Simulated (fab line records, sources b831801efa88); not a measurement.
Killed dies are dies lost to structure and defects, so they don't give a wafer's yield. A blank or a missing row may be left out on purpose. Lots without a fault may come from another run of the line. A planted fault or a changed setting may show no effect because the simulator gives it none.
fab line records | flow gf180mcu
record lots=5 wafers=15 last_day=33
route steps=602 shown M3@417 V3@429
lots that met no fault: from a run of the same line without faults
start_h: hours from the record's first day to the start of the lot's first wafer shown | wait_h: hours since the lot's step before | " the same as in the row above | L1.1+2: a row that stands for several wafers | - no value, or no start given | * or withheld: withheld | < > ~ a bound
route shown NAME@n: a module of which the file shows steps, and the number in the route of the first | usual: mean/standard deviation of fault-free wafers | same: alike in all rows | chamber/n: place in a boat | sites: the reading at each site | _std_site: their standard deviation | _edge_site: outer sites' mean less inner sites' | radius_mm: how far each site lies from the wafer's centre | mask NAME#n: copy n | behind: the tool/chamber that last shaped the wafer | hold: why the lot was held/for how many hours/how that ended | device: the transistor (n, p or np) that didn't switch | end of line: the same wafers' tests at the end of the route | a step without rows: its recipe alone | killed: dies lost to structure and defects at the first sort, not the wafer's yield | map: a wafer's dies, x killed, . not, _ none there
set.NAME: the setting as run; set.NAME@STEP: as run at that earlier step | model.NAME: the simulator's own value behind a step, which no gauge read
lots at some steps of the route; a table a step, a row a wafer
services: from which hour (start_h, from the record's first day; less than 0 if before it) a tool's chamber was out of use, for how many hours, and why
## steps
# step GF_M3_HMDS_08
# recipe prime_time_s=60 prime_temp_c=120
# columns lot.wafer tool chamber start_h wait_h
L077.1+2+3 litho_track-01 0 504.08 0.1
L081.2+5+6 litho_track-03 0 544.62 0.1
L083.1+4+6 litho_track-01 0 553.38 0.1
L091.1+2+5 litho_track-01 0 619.33 0.1
L093.1+2+5 litho_track-01 0 630.68 0.1
# step GF_M3_COAT_09
# recipe resist=KrF spin_rpm=withheld resist_thk_nm=1000
# columns lot.wafer tool chamber start_h wait_h
L077.1+2+3 litho_track-01 0 504.23 0.1
L081.2+5+6 litho_track-03 0 544.77 0.1
L083.1+4+6 litho_track-01 0 553.53 0.1
L091.1+2+5 litho_track-01 0 619.48 0.1
L093.1+2+5 litho_track-01 0 630.83 0.1
# step GF_M3_SOFTBAKE_10
# recipe temp_c=130 time_s=60 resist=KrF
# usual plate_temp_C=130.00/0.14
# columns lot.wafer tool chamber start_h wait_h plate_temp_C
L077.1 litho_track-01 0 504.38 0.1 130.06
L077.2 " 0 " " 129.84
L077.3 " 0 " " 129.83
L081.2 litho_track-03 0 544.92 0.1 129.98
L081.5 " 0 " " 130.06
L081.6 " 0 " " 129.91
L083.1 litho_track-01 0 553.68 0.1 129.85
L083.4 " 0 " " 130.04
L083.6 " 0 " " 129.95
L091.1 litho_track-01 0 619.63 0.1 130.13
L091.2 " 0 " " 130.15
L091.5 " 0 " " 130.06
L093.1 litho_track-01 0 630.98 0.1 129.86
L093.2 " 0 " " 129.94
L093.5 " 0 " " 130.07
# step GF_M3_EXPOSE_11
# recipe mask_id=Metal3 target_cd_nm=280 na=0.68 source_shape=conventional sigma_outer=0.6 dose_mj=28
# same sigma_outer=0.6
# columns lot.wafer tool chamber start_h wait_h mask
L077.1+2+3 krf_scanner-02 0 - - Metal3#0
L081.2+5+6 krf_scanner-01 0 - - Metal3#0
L083.1+4+6 krf_scanner-01 0 - - Metal3#0
L091.1+2+5 krf_scanner-02 0 - - Metal3#0
L093.1+2+5 krf_scanner-02 0 - - Metal3#0
# step GF_M3_PEB_12
# recipe peb_temp_c=135 peb_time_s=90 resist=KrF
# usual plate_temp_C=135.01/0.15
# columns lot.wafer tool chamber start_h wait_h plate_temp_C
L077.1 litho_track-01 0 - - 135.17
L077.2 " 0 " " 135.28
L077.3 " 0 " " 135.24
L081.2 litho_track-04 0 - - 135.09
L081.5 " 0 " " 134.88
L081.6 " 0 " " 134.97
L083.1 litho_track-03 0 - - 135.15
L083.4 " 0 " " 134.90
L083.6 " 0 " " 134.81
L091.1 litho_track-01 0 - - 135.10
L091.2 " 0 " " 135.37
L091.5 " 0 " " 135.01
L093.1 litho_track-04 0 - - 135.06
L093.2 " 0 " " 135.24
L093.5 " 0 " " 135.12
# step GF_M3_DEVELOP_13
# recipe develop_time_s=60 dev_temp_c=21
# columns lot.wafer tool chamber start_h wait_h
L077.1+2+3 litho_track-01 0 516.03 0.2
L081.2+5+6 litho_track-04 0 556.06 0.2
L083.1+4+6 litho_track-03 0 564.90 0.2
L091.1+2+5 litho_track-01 0 629.63 0.2
L093.1+2+5 litho_track-04 0 640.83 0.2
# step GF_M3_CD_MEAS_14
# recipe target_cd_nm=280
# usual cd_nm=279.2/1.4
# columns lot.wafer tool chamber start_h wait_h cd_nm
L077.1 cd_sem-02 - 516.18 0.1 281.7
L077.2 " - " " 280.6
L077.3 " - " " 281.1
L081.2 cd_sem-02 - 556.20 0.1 280.4
L081.5 " - " " 279.7
L081.6 " - " " 280.5
L083.1 cd_sem-02 - 565.05 0.1 280.4
L083.4 " - " " 280.5
L083.6 " - " " 280.7
L091.1 cd_sem-02 - 629.81 0.2 276.9
L091.2 " - " " 277.2
L091.5 " - " " 277.8
L093.1 cd_sem-02 - 640.98 0.1 280.5
L093.2 " - " " 280.8
L093.5 " - " " 279.1
# step GF_M3_OVL_MEAS_15
# usual M3_OVL=-2/5.7
# columns lot.wafer tool chamber start_h wait_h M3_OVL[nm]
L077.1 overlay-01 - 516.30 0.1 -6
L077.2 " - " " -5
L077.3 " - " " -2
L081.2 overlay-02 - 556.31 0.1 10
L081.5 " - " " 2
L081.6 " - " " 7
L083.1 overlay-01 - 565.17 0.1 -10
L083.4 " - " " 3
L083.6 " - " " 2
L091.1 overlay-02 - 629.93 0.1 2
L091.2 " - " " -1
L091.5 " - " " -1
L093.1 overlay-01 - 641.10 0.1 7
L093.2 " - " " 3
L093.5 " - " " 2
# step GF_M3_METAL_ETCH_16
# recipe chemistry=Cl2/BCl3 mask_material=KrF target_depth_nm=750.8 stop_on=SiO2 pressure_mtorr=8 icp_w=774.5 bias_w=140 Cl2_flow_sccm=80 bcl3_flow_sccm=40 time_s=125.1
# usual chamber_pressure_mTorr=7.999/0.0074 drypump_motor_current_A=6.0/0.57 oes_product_au=0.978/0.0093 throttle_valve_pct=28.243/0.013
# columns lot.wafer tool chamber start_h wait_h chamber_pressure_mTorr drypump_motor_current_A oes_product_au rf_hours_counter_h throttle_valve_pct
L077.1 rie_metal-02 0 516.34 0.0 7.982 6.1 0.993 1 28.230
L077.2 " 1 " " 7.987 6.1 0.986 5 28.234
L077.3 " 0 " " 8.012 6.1 0.980 - 28.234
L081.2 rie_metal-01 1 556.34 0.0 7.989 6.4 0.973 10 28.262
L081.5 " 1 " " 7.993 6.4 0.964 - 28.278
L081.6 " 0 " " 7.996 5.9 0.962 - 28.259
L083.1 rie_metal-02 0 565.20 0.0 7.997 6.1 0.992 1 28.232
L083.4 " 1 " " 7.992 6.1 0.983 - 28.229
L083.6 " 1 " " 8.005 6.1 0.996 - 28.233
L091.1 rie_metal-02 0 629.97 0.0 7.996 6.1 0.979 3 28.235
L091.2 " 1 " " 8.006 6.1 0.982 8 28.233
L091.5 " 0 " " 8.005 6.1 0.983 - 28.233
L093.1 rie_metal-02 1 641.14 0.0 8.005 6.1 0.979 8 28.236
L093.2 " 0 " " 8.010 6.1 0.982 3 28.235
L093.5 " 1 " " 7.993 6.1 0.979 - 28.229
# step GF_M3_STRIP_17
# recipe chemistry=O2/N2 power_w=1400 pressure_mtorr=1500 platen_temp_c=250 o2_flow_sccm=3000 n2_flow_sccm=300 overash_fraction=0.5
# usual chamber_pressure_mTorr=1500.0/1.4 drypump_motor_current_A=5.83/0.22 heater_power_w=336/33 n2_flow_sccm=299.9/0.95 oes_product_au=0.542/0.0052 strip_time_to_endpoint_s=7.49/0.051
# columns lot.wafer tool chamber start_h wait_h chamber_pressure_mTorr drypump_motor_current_A heater_power_w n2_flow_sccm oes_product_au rf_hours_counter_h strip_time_to_endpoint_s
L077.1 plasma_asher-01 0 516.47 0.1 1498.2 6.04 373 300.9 0.540 9 7.53
L077.2 " 1 " " 1499.0 5.48 342 300.6 0.540 9 7.51
L077.3 " 0 " " 1500.5 6.01 392 300.4 0.543 - 7.51
L081.2 plasma_asher-03 1 556.47 0.1 1501.7 5.90 338 298.2 0.547 93 7.51
L081.5 " 0 " " 1500.4 5.67 325 300.0 0.549 - 7.50
L081.6 " 1 " " 1498.5 5.89 344 300.3 0.538 - 7.50
L083.1 plasma_asher-02 1 565.33 0.1 1499.3 5.84 254 298.3 0.540 52 7.43
L083.4 " 0 " " 1501.4 6.14 326 298.9 0.539 - 7.43
L083.6 " 1 " " 1497.6 5.84 258 299.4 0.537 - 7.44
L091.1 plasma_asher-02 0 630.10 0.1 1499.9 6.14 325 301.6 0.543 59 7.46
L091.2 " 1 " " 1502.1 5.83 251 297.5 0.538 59 7.40
L091.5 " 1 " " 1503.3 5.85 256 300.6 0.532 - 7.43
L093.1 plasma_asher-01 0 641.27 0.1 1500.5 6.08 377 300.2 0.534 23 7.44
L093.2 " 1 " " 1498.4 5.50 350 298.3 0.538 23 7.45
L093.5 " 1 " " 1502.6 5.51 350 298.4 0.534 - 7.40
# step GF_M3_STRIP_18
# recipe chemistry=post_etch_residue_remover time_s=1200 temp_c=72.5
# usual bath_heat_duty_pct=14.0/1.3
# columns lot.wafer tool chamber start_h wait_h bath_heat_duty_pct
L077.1 wet_bench-04 3 516.57 0.1 14.6
L077.2 " 3 " " 13.2
L077.3 " 3 " " 11.9
L081.2 wet_bench-04 0 556.57 0.1 14.8
L081.5 " 0 " " 16.6
L081.6 " 0 " " 15.4
L083.1 wet_bench-04 3 565.43 0.1 12.2
L083.4 " 3 " " 12.9
L083.6 " 3 " " 12.2
L091.1 wet_bench-01 1 630.20 0.1 14.2
L091.2 " 1 " " 14.4
L091.5 " 1 " " 13.4
L093.1 wet_bench-01 2 641.37 0.1 12.6
L093.2 " 2 " " 14.1
L093.5 " 2 " " 12.6
# step GF_M3_CLEAN_19
# recipe chemistry=DIW dry=n2_spin
# columns lot.wafer tool chamber start_h wait_h
L077.1+2+3 wet_bench-01 2 516.91 0.0
L081.2+5+6 wet_bench-01 0 557.25 0.0
L083.1+4+6 wet_bench-02 1 565.81 0.0
L091.1+2+5 wet_bench-04 1 630.54 0.0
L093.1+2+5 wet_bench-02 3 641.71 0.0
# step GF_V3_CVD_00
# recipe material=SiO2 target_thk_nm=600 sigma_open_frac=0.3 temp_c=400 time_s=100 sih4_flow_sccm=60 pressure_mtorr=6
# columns lot.wafer tool chamber start_h wait_h
L077.1+2+3 hdpcvd-01 1,2,2 517.11 0.0
L081.2+5+6 hdpcvd-01 0,0,2 557.34 0.0
L083.1+4+6 hdpcvd-01 0,2,1 565.92 0.0
L091.1+2+5 hdpcvd-01 0,2,2 630.63 0.0
L093.1+2+5 hdpcvd-01 2,1,1 641.81 0.0
# step GF_V3_THK_MEAS_01
# recipe reads=SiO2_of_V3_CVD_00
# usual V3_CVD_00_THK=597/6.3
# columns lot.wafer tool chamber start_h wait_h V3_CVD_00_THK[nm]
L077.1 film_metro-01 - 517.22 0.1 591
L077.2 " - " " 606
L077.3 " - " " 607
L081.2 film_metro-01 - 557.42 0.0 608
L081.5 " - " " 609
L081.6 " - " " 590
L083.1 film_metro-04 - 565.99 0.0 603
L083.4 " - " " 603
L083.6 " - " " 594
L091.1 film_metro-04 - 630.70 0.0 598
L091.2 " - " " 592
L091.5 " - " " 599
L093.1 film_metro-03 - 641.88 0.0 589
L093.2 " - " " 591
L093.5 " - " " 584
# step GF_V3_CVD_02
# recipe material=SiO2 target_thk_nm=850 precursor=TEOS temp_c=400 time_s=94.851 rf_w=600
# usual heater_power_w=631/110
# columns lot.wafer tool chamber start_h wait_h heater_power_w
L077.1 pecvd-04 0 517.28 0.1 834
L077.2 " 1 " " 518
L077.3 " 2 " " 577
L081.2 pecvd-01 0 557.47 0.0 596
L081.5 " 2 " " 580
L081.6 " 0 " " 468
L083.1 pecvd-01 1 566.05 0.1 542
L083.4 " 0 " " 562
L083.6 " 2 " " 609
L091.1 pecvd-01 2 630.76 0.1 667
L091.2 " 1 " " 614
L091.5 " 0 " " 601
L093.1 pecvd-03 1 641.94 0.1 650
L093.2 " 0 " " 713
L093.5 " 1 " " 543
# step GF_V3_THK_MEAS_03
# recipe reads=SiO2_of_V3_CVD_02
# usual V3_CVD_02_THK=847/10
# columns lot.wafer tool chamber start_h wait_h V3_CVD_02_THK[nm]
L077.1 film_metro-03 - 517.35 0.0 835
L077.2 " - " " 840
L077.3 " - " " 838
L081.2 film_metro-03 - 557.55 0.0 835
L081.5 " - " " 858
L081.6 " - " " 858
L083.1 film_metro-01 - 566.12 0.0 831
L083.4 " - " " 863
L083.6 " - " " 874
L091.1 film_metro-03 - 630.83 0.0 844
L091.2 " - " " 844
L091.5 " - " " 860
L093.1 film_metro-01 - 642.04 0.1 816
L093.2 " - " " 830
L093.5 " - " " 828
# step GF_V3_CMP_04
# recipe material=SiO2 down_force_psi=4 platen_rpm=60 pad_velocity_m_s=0.94248
# usual head_pressure_psi=3.999/0.0093 motor_current_A=11.1/0.87 time_to_endpoint_s=80/5.1
# columns lot.wafer tool chamber start_h wait_h head_pressure_psi motor_current_A time_to_endpoint_s
L077.3 cmp-02 1 517.41 0.0 3.982 10.6 74
L077.2 " 2 " " 4.006 11.2 77
L077.1 " 3 " " 3.985 11.2 72
L081.2 cmp-01 1 557.65 0.1 4.005 12.1 82
L081.6 " 0 " " 3.999 9.5 81
L081.5 " 1 " " 4.005 11.8 89
L083.4 cmp-01 3 566.23 0.1 4.008 10.8 92
L083.1 " 1 " " 4.002 12.1 83
L083.6 " 3 " " 4.007 10.7 91
L091.1 cmp-02 3 630.94 0.1 3.995 11.2 75
L091.2 " 0 " " 3.997 12.6 83
L091.5 " 3 " " 3.990 10.9 81
L093.1 cmp-02 1 642.10 0.1 3.995 10.4 70
L093.2 " 2 " " 4.012 10.9 75
L093.5 " 2 " " 4.007 11.1 72
# step GF_V3_BOW_MEAS_05
# recipe mode=bow
# usual V3_BOW=118/7.8
# columns lot.wafer tool chamber start_h wait_h V3_BOW[um]
L077.1 film_metro-04 - 517.71 0.1 107
L077.2 " - " " 113
L077.3 " - " " 126
L081.2 film_metro-03 - 557.92 0.2 121
L081.5 " - " " 116
L081.6 " - " " 121
L083.1 film_metro-04 - 566.48 0.1 101
L083.4 " - " " 106
L083.6 " - " " 122
L091.1 film_metro-04 - 631.19 0.2 125
L091.2 " - " " 118
L091.5 " - " " 126
L093.1 film_metro-01 - 642.40 0.2 116
L093.2 " - " " 117
L093.5 " - " " 112
# step GF_V3_DEHYDRATE_06
# recipe temp_c=200 time_s=60
# usual plate_temp_C=200.02/0.17
# columns lot.wafer tool chamber start_h wait_h plate_temp_C
L077.1 litho_track-03 0 529.35 11.6 199.97
L077.2 " 0 " " 200.45
L077.3 " 0 " " 200.23
L081.2 litho_track-02 0 568.52 10.6 199.92
L081.5 " 0 " " 199.69
L081.6 " 0 " " 199.87
L083.1 litho_track-03 0 577.05 10.6 199.52
L083.4 " 0 " " 199.87
L083.6 " 0 " " 199.65
L091.1 litho_track-02 0 640.89 9.7 200.20
L091.2 " 0 " " 200.08
L091.5 " 0 " " 200.17
L093.1 litho_track-02 0 651.59 9.2 200.20
L093.2 " 0 " " 200.18
L093.5 " 0 " " 200.17
# step GF_V3_HMDS_07
# recipe prime_time_s=60 prime_temp_c=120
# columns lot.wafer tool chamber start_h wait_h
L077.1+2+3 litho_track-03 0 529.50 0.1
L081.2+5+6 litho_track-02 0 568.67 0.1
L083.1+4+6 litho_track-03 0 577.20 0.1
L091.1+2+5 litho_track-02 0 641.04 0.1
L093.1+2+5 litho_track-02 0 651.74 0.1
# step GF_V3_COAT_08
# recipe resist=BARC temp_c=withheld time_s=withheld spin_rpm=withheld resist_thk_nm=withheld
# columns lot.wafer tool chamber start_h wait_h
L077.1+2+3 litho_track-03 0 529.65 0.1
L081.2+5+6 litho_track-02 0 568.82 0.1
L083.1+4+6 litho_track-03 0 577.35 0.1
L091.1+2+5 litho_track-02 0 641.19 0.1
L093.1+2+5 litho_track-02 0 651.89 0.1
# step GF_V3_COAT_09
# recipe resist=KrF spin_rpm=withheld resist_thk_nm=1000
# columns lot.wafer tool chamber start_h wait_h
L077.1+2+3 litho_track-03 0 - -
L081.2+5+6 litho_track-02 0 - -
L083.1+4+6 litho_track-03 0 - -
L091.1+2+5 litho_track-02 0 - -
L093.1+2+5 litho_track-02 0 - -
# step GF_V3_SOFTBAKE_10
# recipe temp_c=130 time_s=60 resist=KrF
# usual plate_temp_C=130.00/0.15
# columns lot.wafer tool chamber start_h wait_h plate_temp_C
L077.1 litho_track-03 0 - - 130.25
L077.2 " 0 " " 130.20
L077.3 " 0 " " 129.98
L081.2 litho_track-02 0 - - 130.08
L081.5 " 0 " " 130.10
L081.6 " 0 " " 130.19
L083.1 litho_track-03 0 - - 129.96
L083.4 " 0 " " 130.15
L083.6 " 0 " " 130.23
L091.1 litho_track-02 0 - - 130.17
L091.2 " 0 " " 129.94
L091.5 " 0 " " 129.95
L093.1 litho_track-02 0 - - 129.87
L093.2 " 0 " " 129.85
L093.5 " 0 " " 129.87
# step GF_V3_EXPOSE_11
# recipe mask_id=Via3 target_cd_nm=260 na=0.68 source_shape=conventional sigma_outer=0.6 dose_mj=38
# same sigma_outer=0.6
# columns lot.wafer tool chamber start_h wait_h mask
L077.1+2+3 krf_scanner-02 0 - - Via3#0
L081.2+5+6 krf_scanner-01 0 - - Via3#0
L083.1+4+6 krf_scanner-01 0 - - Via3#0
L091.1+2+5 krf_scanner-02 0 - - Via3#0
L093.1+2+5 krf_scanner-02 0 - - Via3#0
# step GF_V3_PEB_12
# recipe peb_temp_c=135 peb_time_s=90 resist=KrF
# usual plate_temp_C=135.01/0.15
# columns lot.wafer tool chamber start_h wait_h plate_temp_C
L077.1 litho_track-04 0 - - 135.01
L077.2 " 0 " " 134.96
L077.3 " 0 " " 134.86
L081.2 litho_track-02 0 - - 134.95
L081.5 " 0 " " 134.77
L081.6 " 0 " " 134.78
L083.1 litho_track-02 0 - - 135.03
L083.4 " 0 " " 134.70
L083.6 " 0 " " 135.08
L091.1 litho_track-02 0 - - 135.24
L091.2 " 0 " " 135.12
L091.5 " 0 " " 135.13
L093.1 litho_track-02 0 - - 135.06
L093.2 " 0 " " 134.90
L093.5 " 0 " " 134.86
# step GF_V3_DEVELOP_13
# recipe develop_time_s=60 resist=KrF dev_temp_c=21
# columns lot.wafer tool chamber start_h wait_h
L077.1+2+3 litho_track-04 0 541.53 0.2
L081.2+5+6 litho_track-02 0 580.02 0.2
L083.1+4+6 litho_track-02 0 589.04 0.2
L091.1+2+5 litho_track-02 0 651.44 0.2
L093.1+2+5 litho_track-02 0 661.94 0.2
# step GF_V3_CD_MEAS_14
# recipe target_cd_nm=260
# usual cd_nm=260.2/1.3
# columns lot.wafer tool chamber start_h wait_h cd_nm
L077.1 cd_sem-02 - 541.68 0.1 261.4
L077.2 " - " " 259.6
L077.3 " - " " 260.5
L081.2 cd_sem-02 - 580.16 0.1 263.1
L081.5 " - " " 262.8
L081.6 " - " " 261.8
L083.1 cd_sem-02 - 589.30 0.2 259.7
L083.4 " - " " 259.7
L083.6 " - " " 259.2
L091.1 cd_sem-02 - 651.59 0.1 260.3
L091.2 " - " " 260.1
L091.5 " - " " 260.7
L093.1 cd_sem-02 - 662.09 0.1 258.5
L093.2 " - " " 259.2
L093.5 " - " " 259.7
# step GF_V3_OVL_MEAS_15
# usual V3_OVL=0/5.3
# columns lot.wafer tool chamber start_h wait_h V3_OVL[nm]
L077.1 overlay-02 - 541.80 0.1 12
L077.2 " - " " -2
L077.3 " - " " 0
L081.2 overlay-01 - 580.27 0.1 0
L081.5 " - " " 5
L081.6 " - " " -9
L083.1 overlay-02 - 589.42 0.1 -5
L083.4 " - " " -4
L083.6 " - " " -3
L091.1 overlay-01 - 651.71 0.1 0
L091.2 " - " " 1
L091.5 " - " " 1
L093.1 overlay-02 - 662.21 0.1 1
L093.2 " - " " 8
L093.5 " - " " -2
# step GF_V3_ETCH_16
# recipe chemistry=N2/H2 target_depth_a=withheld overetch_a=withheld time_s=withheld target=BARC ion_energy_ev=200 source_w=518.9 bias_w=100 pressure_mtorr=30 n2_flow_sccm=100 h2_flow_sccm=200
# usual chamber_pressure_mTorr=30.00/0.038 drypump_motor_current_A=5.58/0.21 h2_flow_sccm=200.0/0.61 n2_flow_sccm=100.01/0.26 oes_product_au=0.855/0.0053 throttle_valve_pct=13.225/0.0098
# columns lot.wafer tool chamber start_h wait_h chamber_pressure_mTorr drypump_motor_current_A h2_flow_sccm n2_flow_sccm oes_product_au throttle_valve_pct
L077.1 rie_diel-03 0 541.84 0.0 30.01 5.30 199.4 100.23 0.857 13.236
L077.2 " 1 " " 30.01 4.79 200.0 99.78 0.868 13.218
L077.3 " 3 " " 29.98 5.34 199.8 100.09 0.858 13.214
L081.2 rie_diel-04 2 580.30 0.0 29.99 5.62 199.7 100.05 0.848 13.237
L081.5 " 3 " " 29.99 5.85 200.6 100.17 0.844 13.222
L081.6 " 2 " " 29.99 5.62 199.7 99.52 0.847 13.230
L083.1 rie_diel-03 2 589.45 0.0 30.00 5.34 199.4 99.83 0.854 13.230
L083.4 " 2 " " 30.05 5.33 199.6 100.04 0.855 13.228
L083.6 " 3 " " 30.02 5.35 199.4 100.19 0.855 13.221
L091.1 rie_diel-01 3 651.75 0.0 30.02 5.75 199.5 100.26 0.850 13.235
L091.2 " 2 " " 30.05 5.52 200.0 99.78 0.851 13.207
L091.5 " 2 " " 30.06 5.52 200.1 99.91 0.859 13.225
L093.1 rie_diel-04 3 662.25 0.0 29.97 5.85 200.4 100.04 0.853 13.225
L093.2 " 1 " " 30.01 5.78 199.3 100.00 0.852 13.224
L093.5 " 3 " " 29.95 5.88 200.0 100.27 0.860 13.226
# step GF_V3_ETCH_17
# recipe chemistry=C4F8/O2/Ar mask_material=KrF target=SiO2 stop_on=TiN source_w=1500 bias_w=1200 pressure_mtorr=40 c4f8_flow_sccm=withheld O2_flow_sccm=6 Ar_flow_sccm=300 time_s=withheld target_depth_a=6350
# usual chamber_pressure_mTorr=40.00/0.038 oes_product_au=0.856/0.0044
# columns lot.wafer tool chamber start_h wait_h chamber_pressure_mTorr oes_product_au
L077.1 rie_diel-03 0 - - 39.97 0.853
L077.2 " 1 " " 40.06 0.853
L077.3 " 3 " " 40.01 0.852
L081.2 rie_diel-04 2 - - 40.01 0.855
L081.5 " 3 " " 39.99 0.859
L081.6 " 2 " " 40.01 0.849
L083.1 rie_diel-03 2 - - 40.02 0.856
L083.4 " 2 " " 40.03 0.858
L083.6 " 3 " " 40.00 0.859
L091.1 rie_diel-01 3 - - 39.95 0.858
L091.2 " 2 " " 40.02 0.849
L091.5 " 2 " " 39.94 0.858
L093.1 rie_diel-04 3 - - 40.00 0.859
L093.2 " 1 " " 40.07 0.855
L093.5 " 3 " " 39.97 0.854
# step GF_V3_STRIP_18
# recipe chemistry=O2/N2 power_w=1400 pressure_mtorr=1500 platen_temp_c=250 o2_flow_sccm=3000 n2_flow_sccm=300 overash_fraction=0.5
# usual chamber_pressure_mTorr=1499.9/1.4 drypump_motor_current_A=5.70/0.24 heater_power_w=332/28 n2_flow_sccm=300.1/0.96 oes_product_au=0.592/0.0043
# columns lot.wafer tool chamber start_h wait_h chamber_pressure_mTorr drypump_motor_current_A heater_power_w n2_flow_sccm oes_product_au rf_hours_counter_h
L077.1 plasma_asher-04 1 541.97 - 1499.4 5.39 297 302.2 0.594 77
L077.2 " 0 " " 1499.0 5.74 305 300.3 0.594 77
L077.3 " 1 " " 1497.5 5.39 302 302.9 0.595 -
L081.2 plasma_asher-01 1 580.43 - 1499.7 5.50 349 299.5 0.587 16
L081.5 " 0 " " 1498.5 6.08 373 299.5 0.592 -
L081.6 " 1 " " 1500.7 5.49 348 298.9 0.594 -
L083.1 plasma_asher-04 0 589.58 - 1500.6 5.77 308 300.1 0.590 82
L083.4 " 1 " " 1501.4 5.35 297 301.8 0.592 -
L083.6 " 0 " " 1498.4 5.74 311 300.5 0.591 -
L091.1 plasma_asher-04 1 651.88 - 1498.5 5.40 300 300.3 0.591 89
L091.2 " 0 " " 1500.7 5.78 317 298.9 0.599 89
L091.5 " 1 " " 1501.6 5.41 293 301.0 0.581 -
L093.1 plasma_asher-01 0 662.38 - 1497.6 6.11 373 300.2 0.594 25
L093.2 " 1 " " 1498.6 5.50 360 298.9 0.588 25
L093.5 " 1 " " 1501.0 5.48 348 298.3 0.588 -
# step GF_V3_STRIP_19
# recipe chemistry=post_etch_residue_remover time_s=1200 temp_c=72.5
# usual bath_heat_duty_pct=14.4/1.5
# columns lot.wafer tool chamber start_h wait_h bath_heat_duty_pct
L077.1 wet_bench-01 3 542.07 0.1 14.4
L077.2 " 3 " " 14.9
L077.3 " 3 " " 15.2
L081.2 wet_bench-01 3 580.53 0.1 15.2
L081.5 " 3 " " 14.5
L081.6 " 3 " " 13.5
L083.1 wet_bench-01 1 589.68 0.1 15.4
L083.4 " 1 " " 13.5
L083.6 " 1 " " 13.8
L091.1 wet_bench-01 0 651.98 0.1 13.2
L091.2 " 0 " " 11.9
L091.5 " 0 " " 12.8
L093.1 wet_bench-04 1 662.49 0.1 13.5
L093.2 " 1 " " 15.6
L093.5 " 1 " " 15.7
# step GF_V3_CLEAN_20
# recipe chemistry=DIW dry=n2_spin
# columns lot.wafer tool chamber start_h wait_h
L077.1+2+3 wet_bench-03 0 542.41 0.0
L081.2+5+6 wet_bench-03 1 580.87 0.0
L083.1+4+6 wet_bench-03 2 590.02 0.0
L091.1+2+5 wet_bench-04 1 652.32 0.0
L093.1+2+5 wet_bench-03 3 662.83 0.0
# step GF_V3_SPUTTER_21
# recipe material=Ti target_thk_nm=15 chamber_pressure_pa=5 power_w=2500 substrate_temp_c=200 time_s=80.02
# usual throttle_valve_pct=30.2/0.87
# columns lot.wafer tool chamber start_h wait_h throttle_valve_pct
L077.1 pvd_sputter-04 - 542.50 0.0 29.4
L077.2 " - " " 31.2
L077.3 " - " " 31.3
L081.2 pvd_sputter-04 - 580.96 0.0 29.5
L081.5 " - " " 30.3
L081.6 " - " " 30.9
L083.1 pvd_sputter-01 - 590.11 0.0 31.4
L083.4 " - " " 30.4
L083.6 " - " " 31.2
L091.1 pvd_sputter-04 - 652.41 0.0 30.5
L091.2 " - " " 29.3
L091.5 " - " " 31.1
L093.1 pvd_sputter-01 - 662.92 0.0 28.3
L093.2 " - " " 29.9
L093.5 " - " " 30.4
# step GF_V3_SPUTTER_22
# recipe material=TiN target_thk_nm=10 chamber_pressure_pa=5 power_w=4000 time_s=40
# usual throttle_valve_pct=30.3/0.89
# columns lot.wafer tool chamber start_h wait_h throttle_valve_pct
L077.1 pvd_sputter-04 - 542.56 0.0 29.6
L077.2 " - " " 31.4
L077.3 " - " " 31.3
L081.2 pvd_sputter-04 - 581.02 0.0 29.6
L081.5 " - " " 30.2
L081.6 " - " " 31.0
L083.1 pvd_sputter-01 - 590.17 0.0 31.4
L083.4 " - " " 30.5
L083.6 " - " " 31.6
L091.1 pvd_sputter-04 - 652.47 0.0 30.5
L091.2 " - " " 29.5
L091.5 " - " " 31.2
L093.1 pvd_sputter-01 - 662.98 0.0 28.3
L093.2 " - " " 29.8
L093.5 " - " " 30.3
# step GF_V3_CVD_23
# recipe material=W target_thk_nm=350 time_s=104.9 temp_c=400 pressure_torr=40
# usual heater_power_w=879/120
# columns lot.wafer tool chamber start_h wait_h heater_power_w
L077.1 cvd_w-02 0 542.60 0.0 758
L077.2 " 1 " " 1062
L077.3 " 0 " " 770
L081.2 cvd_w-02 1 581.06 0.0 1039
L081.5 " 0 " " 783
L081.6 " 1 " " 1031
L083.1 cvd_w-01 1 590.21 0.0 760
L083.4 " 0 " " 936
L083.6 " 1 " " 769
L091.1 cvd_w-01 0 652.51 0.0 991
L091.2 " 1 " " 764
L091.5 " 0 " " 964
L093.1 cvd_w-01 1 663.02 0.0 766
L093.2 " 0 " " 970
L093.5 " 1 " " 757
# step GF_V3_RS_MEAS_24
# recipe thk_meas_gauge=four-point-probe reads=W_of_V3_CVD_23+TiN_of_V3_SPUTTER_22+Ti_of_V3_SPUTTER_21
# usual V3_W_RS=0.328/0.0033
# columns lot.wafer tool chamber start_h wait_h V3_W_RS[ohm/sq]
L077.1 film_metro-01 - 542.71 0.1 0.327
L077.2 " - " " 0.330
L077.3 " - " " 0.326
L081.2 film_metro-01 - 581.30 0.2 0.330
L081.5 " - " " 0.330
L081.6 " - " " 0.329
L083.1 film_metro-01 - 590.33 0.1 0.321
L083.4 " - " " 0.327
L083.6 " - " " 0.320
L091.1 film_metro-01 - 652.62 0.1 0.326
L091.2 " - " " 0.329
L091.5 " - " " 0.322
L093.1 film_metro-01 - 663.14 0.1 0.326
L093.2 " - " " 0.325
L093.5 " - " " 0.326
## services
# columns tool chamber start_h hours kind
hdpcvd-01 - 482.58 0.5 repair
krf_scanner-01 - 487.37 4.4 pm
cmp-02 - 489.32 12.7 pm
krf_scanner-02 - 490.18 0.5 repair
hdpcvd-01 - 490.65 2.8 pm
hdpcvd-01 0 510.52 10.6 repair
krf_scanner-02 - 511.17 0.8 pm
rie_diel-04 0 517.40 5.5 repair
pvd_sputter-04 - 517.83 1.0 repair
krf_scanner-02 - 531.86 1.3 pm
hdpcvd-01 - 539.25 15.0 pm
rie_diel-04 1 543.01 2.6 repair
rie_metal-02 - 550.54 14.6 pm
wet_bench-01 - 569.56 4.0 repair
rie_diel-03 1 573.12 6.1 repair
krf_scanner-01 - 577.88 1.0 pm
rie_diel-03 2 579.74 4.7 repair
rie_diel-03 1 580.88 9.8 repair
krf_scanner-02 - 594.48 3.6 pm
krf_scanner-02 - 627.96 1.0 pm
krf_scanner-01 - 628.96 0.8 pm
rie_diel-04 1 641.56 8.8 repair
hdpcvd-01 2 653.53 4.5 repair
krf_scanner-01 - 655.92 1.3 pm
## key
fault none
